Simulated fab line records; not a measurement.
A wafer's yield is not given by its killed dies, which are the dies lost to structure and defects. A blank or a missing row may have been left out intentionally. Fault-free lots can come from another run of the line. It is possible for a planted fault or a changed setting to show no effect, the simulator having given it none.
fab line records ; flow sky130
[record] lots = 13; wafers = 39; last_day = 50
route steps=708 shown VIA3@576 METAL5@662 PAD_OPEN@708
lots with no fault: from the same line, run without faults
start_h: hours from the record's opening day to when the first of the lot's shown wafers began ; wait_h: hours elapsed since this lot's preceding step ; " as in the row above ; L1.1+2: several wafers, shown together as one row ; - no value, or no start given ; * or withheld: withheld ; < > ~ a bound
route shown NAME@n: NAME is a module with steps in the file, n the number in the route of the first one ; usual: mean/standard deviation taken from wafers without a fault ; same: alike in all rows ; chamber/n: place in a boat ; sites: the reading at each site ; _std_site: the standard deviation of these ; _edge_site: the outer-site mean with the inner-site mean subtracted ; radius_mm: for every site, how far away it sits from the centre of the wafer ; mask NAME#n: copy n ; behind: the tool/chamber that last shaped the wafer ; hold: cause of the lot's hold/its duration in hours/its outcome ; device: whichever transistor did not switch (one of n, p or np) ; end of line: tests run on the same wafers once the route is complete ; a step with no rows: only its recipe ; killed: not the wafer's yield, but the dies lost to structure and defects at the first sort ; map: dies across one wafer; x = killed, . = not, _ = none there
set.NAME: the setting the step ran with; set.NAME@STEP: the setting that earlier step ran with ; model.NAME: the simulator's own value behind a step, which no gauge read
steps of the route over a sample of lots; a table a step, a row a wafer
services: the hour from which a tool's chamber was out of use, counted from the record's first day as start_h (under 0 if before that day), plus the number of hours and why
[[steps]]
[step SKY_VIA3_BOW_MEAS_03]
[recipe] mode = bow
[usual] VIA3_BOW = 80/6.8
lot.wafer;tool;chamber;start_h;wait_h;VIA3_BOW[um]
L906.2;film_metro-04;-;942.32;0.2;85
L906.3;film_metro-04;-;942.32;0.2;83
L906.5;film_metro-04;-;942.32;0.2;75
L909.2;film_metro-02;-;958.68;0.2;83
L909.3;film_metro-02;-;958.68;0.2;76
L909.6;film_metro-02;-;958.68;0.2;81
L910.2;film_metro-03;-;961.65;0.2;84
L910.5;film_metro-03;-;961.65;0.2;84
L910.6;film_metro-03;-;961.65;0.2;82
L913.2;film_metro-04;-;986.84;0.3;92
L913.3;film_metro-04;-;986.84;0.3;87
L913.4;film_metro-04;-;986.84;0.3;92
L915.2;film_metro-02;-;991.00;0.3;72
L915.3;film_metro-02;-;991.00;0.3;73
L915.6;film_metro-02;-;991.00;0.3;68
L917.2;film_metro-04;-;999.56;0.3;74
L917.4;film_metro-04;-;999.56;0.3;73
L917.5;film_metro-04;-;999.56;0.3;83
L919.1;film_metro-03;-;1009.70;0.2;78
L919.2;film_metro-03;-;1009.70;0.2;76
L919.6;film_metro-03;-;1009.70;0.2;68
L920.2;film_metro-03;-;1021.68;0.2;85
L920.4;film_metro-03;-;1021.68;0.2;88
L920.5;film_metro-03;-;1021.68;0.2;92
L921.1;film_metro-02;-;1027.07;0.1;81
L921.2;film_metro-02;-;1027.07;0.1;78
L921.4;film_metro-02;-;1027.07;0.1;68
L922.1;film_metro-03;-;1031.09;0.1;81
L922.2;film_metro-03;-;1031.09;0.1;79
L922.6;film_metro-03;-;1031.09;0.1;85
L923.3;film_metro-02;-;1038.06;0.1;81
L923.4;film_metro-02;-;1038.06;0.1;90
L923.5;film_metro-02;-;1038.06;0.1;84
L924.3;film_metro-02;-;1048.91;0.2;73
L924.5;film_metro-02;-;1048.91;0.2;76
L924.6;film_metro-02;-;1048.91;0.2;78
L925.1;film_metro-03;-;1063.25;0.2;90
L925.3;film_metro-03;-;1063.25;0.2;73
L925.5;film_metro-03;-;1063.25;0.2;78
[step SKY_VIA3_CD_MEAS_12]
[recipe] target_cd_nm = 200
[usual] cd_nm = 200.4/1.5
lot.wafer;tool;chamber;start_h;wait_h;cd_nm
L906.2;cd_sem-02;-;965.88;-;198.0
L906.3;cd_sem-02;-;965.88;-;199.7
L906.5;cd_sem-02;-;965.88;-;198.0
L909.2;cd_sem-01;-;982.38;-;201.5
L909.3;cd_sem-01;-;982.38;-;199.3
L909.6;cd_sem-01;-;982.38;-;200.0
L910.2;cd_sem-02;-;985.88;-;199.2
L910.5;cd_sem-02;-;985.88;-;200.0
L910.6;cd_sem-02;-;985.88;-;201.0
L913.2;cd_sem-02;-;1009.78;-;200.6
L913.3;cd_sem-02;-;1009.78;-;202.2
L913.4;cd_sem-02;-;1009.78;-;200.6
L915.2;cd_sem-01;-;1013.73;-;201.4
L915.3;cd_sem-01;-;1013.73;-;201.2
L915.6;cd_sem-01;-;1013.73;-;201.7
L917.2;cd_sem-01;-;1022.58;-;202.6
L917.4;cd_sem-01;-;1022.58;-;201.8
L917.5;cd_sem-01;-;1022.58;-;201.4
L919.1;cd_sem-01;-;1032.78;-;198.9
L919.2;cd_sem-01;-;1032.78;-;197.7
L919.6;cd_sem-01;-;1032.78;-;198.2
L920.2;cd_sem-02;-;1043.43;-;200.0
L920.4;cd_sem-02;-;1043.43;-;198.9
L920.5;cd_sem-02;-;1043.43;-;198.3
L921.1;cd_sem-02;-;1048.56;-;199.7
L921.2;cd_sem-02;-;1048.56;-;199.5
L921.4;cd_sem-02;-;1048.56;-;199.2
L922.1;cd_sem-02;-;1052.96;-;200.8
L922.2;cd_sem-02;-;1052.96;-;200.9
L922.6;cd_sem-02;-;1052.96;-;200.0
L923.3;cd_sem-02;-;1060.07;-;197.3
L923.4;cd_sem-02;-;1060.07;-;196.9
L923.5;cd_sem-02;-;1060.07;-;198.3
L924.3;cd_sem-02;-;1070.47;-;198.4
L924.5;cd_sem-02;-;1070.47;-;198.1
L924.6;cd_sem-02;-;1070.47;-;198.5
L925.1;cd_sem-02;-;1084.06;-;200.3
L925.3;cd_sem-02;-;1084.06;-;200.6
L925.5;cd_sem-02;-;1084.06;-;201.4
[step SKY_VIA3_OVL_MEAS_13]
[usual] VIA3_OVL = -1/7.2
lot.wafer;tool;chamber;start_h;wait_h;VIA3_OVL[nm]
L906.2;overlay-01;-;965.98;0.1;1
L906.3;overlay-01;-;965.98;0.1;-16
L906.5;overlay-01;-;965.98;0.1;-10
L909.2;overlay-02;-;982.48;0.1;-11
L909.3;overlay-02;-;982.48;0.1;5
L909.6;overlay-02;-;982.48;0.1;-16
L910.2;overlay-01;-;985.98;0.1;-3
L910.5;overlay-01;-;985.98;0.1;-8
L910.6;overlay-01;-;985.98;0.1;-2
L913.2;overlay-01;-;1009.88;0.1;-6
L913.3;overlay-01;-;1009.88;0.1;6
L913.4;overlay-01;-;1009.88;0.1;-9
L915.2;overlay-02;-;1013.83;0.1;-4
L915.3;overlay-02;-;1013.83;0.1;-3
L915.6;overlay-02;-;1013.83;0.1;-4
L917.2;overlay-02;-;1022.68;0.1;-14
L917.4;overlay-02;-;1022.68;0.1;-9
L917.5;overlay-02;-;1022.68;0.1;3
L919.1;overlay-01;-;1032.90;0.1;4
L919.2;overlay-01;-;1032.90;0.1;-8
L919.6;overlay-01;-;1032.90;0.1;0
L920.2;overlay-01;-;1043.53;0.1;-15
L920.4;overlay-01;-;1043.53;0.1;-9
L920.5;overlay-01;-;1043.53;0.1;3
L921.1;overlay-01;-;1048.68;0.1;9
L921.2;overlay-01;-;1048.68;0.1;9
L921.4;overlay-01;-;1048.68;0.1;4
L922.1;overlay-02;-;1053.08;0.1;9
L922.2;overlay-02;-;1053.08;0.1;5
L922.6;overlay-02;-;1053.08;0.1;3
L923.3;overlay-02;-;1060.17;0.1;3
L923.4;overlay-02;-;1060.17;0.1;-4
L923.5;overlay-02;-;1060.17;0.1;1
L924.3;overlay-01;-;1070.57;0.1;2
L924.5;overlay-01;-;1070.57;0.1;0
L924.6;overlay-01;-;1070.57;0.1;4
L925.1;overlay-01;-;1084.18;0.1;3
L925.3;overlay-01;-;1084.18;0.1;-6
L925.5;overlay-01;-;1084.18;0.1;4
[step SKY_METAL5_SPUTTER_01]
[recipe] material = TiN; target_thk_nm = 20; power_w = 6500; time_s = 16.7; chamber_pressure_pa = 0.4
[usual] cathode_dc_power_W = 6500.2/1.2; chamber_pressure_pa = 0.4001/0.00083; throttle_valve_pct = 30.2/1.2; time_s = 16.7/0
lot.wafer;tool;chamber;start_h;wait_h;cathode_dc_power_W;chamber_pressure_pa;throttle_valve_pct;time_s
L906.2;pvd_sputter-01;-;1039.23;0.0;6501.7;0.4009;28.8;16.7
L906.3;pvd_sputter-01;-;1039.23;0.0;6499.7;0.4006;30.6;16.7
L906.5;pvd_sputter-01;-;1039.23;0.0;6499.6;0.3996;30.0;16.7
L909.2;pvd_sputter-03;-;1055.33;0.0;-;-;-;-
L909.3;pvd_sputter-03;-;1055.33;0.0;-;-;-;-
L909.6;pvd_sputter-03;-;1055.33;0.0;-;-;-;-
L910.2;pvd_sputter-01;-;1059.26;0.0;-;-;-;-
L910.5;pvd_sputter-01;-;1059.26;0.0;-;-;-;-
L910.6;pvd_sputter-01;-;1059.26;0.0;-;-;-;-
L913.2;pvd_sputter-03;-;1079.98;0.0;6499.5;0.4019;29.2;16.7
L913.3;pvd_sputter-03;-;1079.98;0.0;6502.2;0.4000;28.5;16.7
L913.4;pvd_sputter-03;-;1079.98;0.0;6497.0;0.3995;29.3;16.7
L915.2;pvd_sputter-03;-;1083.37;0.0;6500.5;0.4001;28.9;16.7
L915.3;pvd_sputter-03;-;1083.37;0.0;6500.6;0.3997;29.0;16.7
L915.6;pvd_sputter-03;-;1083.37;0.0;6502.1;0.4005;29.2;16.7
L917.2;pvd_sputter-01;-;1092.69;0.0;6501.8;0.4003;28.7;16.7
L917.4;pvd_sputter-01;-;1092.69;0.0;6501.3;0.4009;30.4;16.7
L917.5;pvd_sputter-01;-;1092.69;0.0;6501.3;0.3993;28.4;16.7
L919.1;pvd_sputter-04;-;1101.67;0.0;6499.5;0.4009;31.7;16.7
L919.2;pvd_sputter-04;-;1101.67;0.0;6500.0;0.4000;31.6;16.7
L919.6;pvd_sputter-04;-;1101.67;0.0;6500.6;0.4004;31.6;16.7
L920.2;pvd_sputter-04;-;1112.12;0.0;6501.9;0.4011;30.3;16.7
L920.4;pvd_sputter-04;-;1112.12;0.0;6502.2;0.4001;32.6;16.7
L920.5;pvd_sputter-04;-;1112.12;0.0;6501.3;0.3991;29.9;16.7
L921.1;pvd_sputter-01;-;1116.43;0.0;6500.0;0.4003;28.7;16.7
L921.2;pvd_sputter-01;-;1116.43;0.0;6496.8;0.3993;29.4;16.7
L921.4;pvd_sputter-01;-;1116.43;0.0;6500.5;0.4010;30.3;16.7
L922.1;pvd_sputter-03;-;1120.73;0.0;6500.4;0.3990;28.8;16.7
L922.2;pvd_sputter-03;-;1120.73;0.0;6499.3;0.4004;29.7;16.7
L922.6;pvd_sputter-03;-;1120.73;0.0;6500.9;0.4000;29.7;16.7
L923.3;pvd_sputter-04;-;1126.93;0.0;6499.8;0.3995;31.6;16.7
L923.4;pvd_sputter-04;-;1126.93;0.0;6498.2;0.4014;32.6;16.7
L923.5;pvd_sputter-04;-;1126.93;0.0;6501.6;0.4016;31.2;16.7
L924.3;pvd_sputter-01;-;1137.45;0.0;6499.4;0.4013;28.6;16.7
L924.5;pvd_sputter-01;-;1137.45;0.0;6499.8;0.3993;30.4;16.7
L924.6;pvd_sputter-01;-;1137.45;0.0;6501.4;0.4000;28.7;16.7
L925.1;pvd_sputter-01;-;1147.82;0.0;6499.3;0.4000;28.8;16.7
L925.3;pvd_sputter-01;-;1147.82;0.0;6501.7;0.4003;29.4;16.7
L925.5;pvd_sputter-01;-;1147.82;0.0;6501.0;0.3988;30.0;16.7
[step SKY_PAD_OPEN_PROBE_99]
[usual] defect_limited_yield = 82.6/1.7; killed_at_M0_to_M3 = 42/6.4; killed_at_M4_up = 3.2/1.9; killed_at_contacts = 24/4.8; killed_at_front_end = 16/4.4; killed_at_other = 0.3/0.55; killed_dies = 86/8.6; killed_open = 46/6.6; killed_short = 39/5.7; sort_bin_3_pad_short = 0.8/0.41; sort_bin_5_function = 10.3/1.5; sort_bin_6_memory = 6.3/1; sort_n_pass = 406/8.6; sort_yield_pct = 82.6/1.7
[same] gross_dies = 492; killed_at_back_side = 0; sort_bin_4_leakage[%] = 0; sort_bin_8_speed[%] = 0
lot.wafer;tool;chamber;start_h;wait_h;defect_limited_yield[%];killed_at_M0_to_M3;killed_at_M4_up;killed_at_contacts;killed_at_front_end;killed_at_other;killed_dies;killed_open;killed_short;sort_bin_3_pad_short[%];sort_bin_5_function[%];sort_bin_6_memory[%];sort_n_pass;sort_yield_pct[%]
L913.2;prober-02;-;1143.83;0.1;83.5;41;3;21;16;0;81;35;46;1.0;8.1;7.3;411;83.5
L913.3;prober-02;-;1143.88;0.2;83.5;38;1;20;22;0;81;47;34;0.4;8.7;7.3;411;83.5
L913.4;prober-02;-;1143.93;0.2;79.7;54;5;29;12;0;100;58;42;1.6;12.2;6.5;392;79.7
L922.1;prober-01;-;1178.38;0.1;83.1;38;4;23;18;0;83;45;38;0.6;12.2;4.1;409;83.1
L922.2;prober-01;-;1178.43;0.1;81.3;42;7;24;18;1;92;51;41;0.8;9.8;8.1;400;81.3
L922.6;prober-01;-;1178.63;0.2;82.5;47;3;28;8;0;86;52;34;0.4;9.8;7.3;406;82.5
L925.1;prober-02;-;1200.17;0.1;79.9;45;5;28;21;0;99;51;45;0.8;11.8;7.5;393;79.9
L925.3;prober-02;-;1200.27;0.2;82.5;43;3;29;11;0;86;44;41;0.8;10.2;6.5;406;82.5
L925.5;prober-02;-;1200.37;0.2;81.5;55;1;21;14;0;91;52;39;1.0;12.0;5.5;401;81.5
// killed by level:class
L913.2 VIA1:geometric_particle:short=7 CONTACT:geometric_particle:open=6 METAL1:geometric_particle:short=6 VIA3:geometric_particle:short=6 POLY_GATE:geometric_particle:short=5 LI_CONTACT:geometric_particle:short=5 LOCAL_INTERCONNECT:geometric_particle:short=5 FIELD_ISO:geometric_particle:open=4
L913.3 VIA1:geometric_particle:open=12 CONTACT:geometric_particle:open=9 FIELD_ISO:geometric_particle:short=6 METAL1:geometric_particle:short=6 LI_CONTACT:geometric_particle:open=6 POLY_GATE:geometric_particle:open=5 METAL2:geometric_particle:short=5 METAL3:geometric_particle:short=5
L913.4 VIA1:geometric_particle:open=13 CONTACT:geometric_particle:open=12 VIA2:geometric_particle:open=11 METAL2:geometric_particle:short=8 LI_CONTACT:geometric_particle:open=7 VIA3:geometric_particle:open=7 METAL1:geometric_particle:short=6 CONTACT:geometric_particle:short=5
L922.1 LI_CONTACT:geometric_particle:open=9 VIA2:geometric_particle:open=7 VIA3:geometric_particle:open=7 VIA1:geometric_particle:open=7 FIELD_ISO:geometric_particle:short=6 CONTACT:geometric_particle:open=6 METAL2:geometric_particle:short=6 METAL1:geometric_particle:short=4
L922.2 VIA1:geometric_particle:open=10 LI_CONTACT:geometric_particle:open=9 CONTACT:geometric_particle:open=7 VIA1:geometric_particle:short=7 VIA3:geometric_particle:open=7 FIELD_ISO:geometric_particle:short=6 CONTACT:geometric_particle:short=6 METAL4:geometric_particle:short=5
L922.6 VIA2:geometric_particle:open=13 CONTACT:geometric_particle:open=11 LI_CONTACT:geometric_particle:open=7 VIA1:geometric_particle:open=7 VIA3:geometric_particle:open=6 METAL1:geometric_particle:short=5 METAL2:geometric_particle:short=4 LOCAL_INTERCONNECT:geometric_particle:open=4
L925.1 CONTACT:geometric_particle:open=11 VIA1:geometric_particle:open=10 LI_CONTACT:geometric_particle:open=8 VIA2:geometric_particle:open=8 FIELD_ISO:geometric_particle:short=6 METAL1:geometric_particle:short=6 METAL2:geometric_particle:short=5 FIELD_ISO:geometric_particle:open=4
L925.3 LI_CONTACT:geometric_particle:open=12 VIA1:geometric_particle:open=9 METAL2:geometric_particle:short=7 METAL1:geometric_particle:short=5 CONTACT:geometric_particle:open=5 VIA1:geometric_particle:short=5 VIA3:geometric_particle:short=5 LI_CONTACT:geometric_particle:short=4
L925.5 CONTACT:geometric_particle:open=11 VIA2:geometric_particle:open=10 METAL2:geometric_particle:short=8 VIA1:geometric_particle:open=7 VIA3:geometric_particle:open=7 FIELD_ISO:geometric_particle:short=5 METAL2:geometric_particle:open=5 LI_CONTACT:geometric_particle:open=5
[[services]]
tool;chamber;start_h;hours;kind
pvd_sputter-01;-;1063.79;1.6;repair
pvd_sputter-04;-;1086.66;4.1;repair
[[key]]
[first_sign] step = SKY_METAL5_SPUTTER_01; reading = tool_record; direction = missing
effect none on later readings
met_at SKY_METAL5_SPUTTER_01
struck_lots L909,L910
not_acting_at SKY_VIA3_BOW_MEAS_03,SKY_VIA3_CD_MEAS_12,SKY_VIA3_OVL_MEAS_13
onset_between 1039.23 1055.33
[fault] kind = skipped_step_whole; tool = pvd_sputter-01,pvd_sputter-03; chamber = -; onset_h = 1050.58; steps = SKY_METAL5_SPUTTER_01; scope = struck_lots_only
